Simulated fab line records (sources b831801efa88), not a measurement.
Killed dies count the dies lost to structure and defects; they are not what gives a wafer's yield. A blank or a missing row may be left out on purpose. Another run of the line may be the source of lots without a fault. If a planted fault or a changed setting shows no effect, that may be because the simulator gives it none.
Which of the tools did it? ; flow sky130 ; 13 lots, 39 wafers sampled, at 4 steps of a route of 708

## WHAT THE GAUGES READ, wafer by wafer
SKY_SD_N_OVL_MEAS_08. Usual: SD_N_OVL gives -0.5 nm (standard deviation 1.1).
lot;measured;on;SD_N_OVL (nm);flag
L822;day 27 18:11;overlay-01;0.2 0.8 -0.7;
L825;day 29 08:03;overlay-01;-0.5 -2.1 -0.4;
L826;day 29 12:45;overlay-01;-0.9 -1.3 -0.9;
L835;day 32 11:30;overlay-01;0.0 1.0 0.6;
L836;day 33 00:51;overlay-02;-1.2 -1.1 -1.8;
L837;day 33 14:37;overlay-02;1.2 2.0 -1.3;
L839;day 33 18:16;overlay-01;-1.3 -2.4 -0.4;
L838;day 33 22:00;overlay-02;-0.9 0.2 -1.1;
L840;day 34 02:22;overlay-02;-1.5 -0.1 -0.3;
L843;day 34 13:05;overlay-02;-0.9 0.7 0.4;
L842;day 34 15:48;overlay-02;-2.7 -1.3 0.7;
L844;day 34 19:10;overlay-02;-0.5 -0.9 -2.4;
L845;day 35 11:51;overlay-01;-0.4 0.9 -0.1;

SKY_SD_N_RS_MEAS_16: measures by four-point-probe. Usual: SD_N_RS gives 68.57 ohm/sq (standard deviation 0.17).
lot;measured;on;SD_N_RS (ohm/sq);flag
L822;day 27 18:56;film_metro-01;68.59 68.91 68.71;
L825;day 29 08:46;film_metro-03;68.53 68.50 68.49;
L826;day 29 13:28;film_metro-01;68.73 68.79 68.76;
L835;day 32 12:13;film_metro-03;68.65 68.54 68.56;
L836;day 33 01:35;film_metro-03;68.40 68.60 68.53;
L837;day 33 15:22;film_metro-01;68.87 68.95 68.79;
L839;day 33 19:01;film_metro-03;68.49 68.53 68.42;
L838;day 33 22:43;film_metro-03;68.60 68.47 68.54;
L840;day 34 03:05;film_metro-01;68.92 68.76 68.76;
L843;day 34 13:50;film_metro-03;68.35 68.20 68.46;
L842;day 34 16:31;film_metro-04;68.42 68.52 68.39;
L844;day 34 19:55;film_metro-03;68.34 68.27 68.47;
L845;day 35 12:35;film_metro-01;68.64 68.83 68.82;

## WHICH TOOL RAN EACH LOT (tool, then ch and the chambers of the sampled wafers, then the start)
lot;SKY_POLY_CUT_ETCH_10;SKY_RES_XHIGH_EXPOSE_04
L822;rie_diel-02 ch 0,2,3, day 24 00:10;iline_stepper-02 ch 0, day 25 22:21
L825;rie_diel-02 ch 0,3, day 25 17:25;iline_stepper-01 ch 0, day 27 13:26
L826;rie_diel-03 ch 1,2, day 25 23:01;iline_stepper-01 ch 0, day 27 18:38
L835;rie_diel-02 ch 0,1,3, day 29 00:55;iline_stepper-02 ch 0, day 30 18:40
L836;rie_diel-01 ch 2,3, day 29 13:08;iline_stepper-02 ch 0, day 31 07:53
L837;rie_diel-01 ch 0,2,3, day 30 04:13;iline_stepper-01 ch 0, day 31 22:18
L839;rie_diel-02 ch 0,1, day 30 08:32;iline_stepper-01 ch 0, day 32 01:43
L838;rie_diel-02 ch 0,3, day 30 12:16;iline_stepper-01 ch 0, day 32 05:55
L840;rie_diel-01 ch 0,2,3, day 30 15:20;iline_stepper-02 ch 0, day 32 09:06
L843;rie_diel-02 ch 1,2, day 31 03:46;iline_stepper-02 ch 0, day 32 21:05
L842;rie_diel-01 ch 0,1,3, day 31 07:59;iline_stepper-02 ch 0, day 33 01:16
L844;rie_diel-02 ch 0,1,3, day 31 11:19;iline_stepper-01 ch 0, day 33 04:17
L845;rie_diel-01 ch 2,3, day 32 04:22;iline_stepper-01 ch 0, day 33 20:58
- SKY_POLY_CUT_ETCH_10: etches BARC in N2/H2, stops on SiO2, time 45.9 s, target depth 60 nm.
- SKY_RES_XHIGH_EXPOSE_04: exposes mask URPM, target cd 1270 nm.

## WHAT THE TOOLS THEMSELVES READ (means of the sampled wafers that have a number; where no wafer has one, the mark that the record gives instead)
SKY_POLY_CUT_ETCH_10. Usual: drypump_motor_current_A 5.9 A, standard deviation 0.49; oes_product_au 0.856 a.u., standard deviation 0.0049; throttle_valve_pct 13.225 %, standard deviation 0.0084.
lot;tool;drypump_motor_current_A (A);oes_product_au (a.u.);throttle_valve_pct (%);flag
L822;rie_diel-02;5.7;0.846;13.218;
L825;rie_diel-02;6.2;0.855;13.218;
L826;rie_diel-03;5.8;0.860;13.229;
L835;rie_diel-02;5.9;0.858;13.241;
L836;rie_diel-01;6.0;0.853;13.229;
L837;rie_diel-01;6.0;0.854;13.220;
L839;rie_diel-02;6.2;0.855;13.223;
L838;rie_diel-02;6.1;0.851;13.231;
L840;rie_diel-01;6.0;0.856;13.220;
L843;rie_diel-02;5.7;0.859;13.229;
L842;rie_diel-01;5.9;0.854;13.231;
L844;rie_diel-02;5.9;0.857;13.225;
L845;rie_diel-01;6.0;0.852;13.233;

## THE ANSWER, worked out from the rows above alone
Rule: take the mean of a lot's wafers that have a number; if it is more than 3 standard deviations from the usual mean, the lot is off. Also off: a lot with no number at a reading for which 4 or more lots have one. All remaining lots with rows at the step are treated as sound. After the gauges, taken in route order, come the tools' own readings; for these a lot's mean is taken, as printed above. The first step at which some lot is off is used, and at that step the reading that is off furthest; a lot without a number counts as furthest.
No lot is off at any reading shown: from this, nothing can be told.

## WHAT WAS PUT IN BY THE SIMULATOR
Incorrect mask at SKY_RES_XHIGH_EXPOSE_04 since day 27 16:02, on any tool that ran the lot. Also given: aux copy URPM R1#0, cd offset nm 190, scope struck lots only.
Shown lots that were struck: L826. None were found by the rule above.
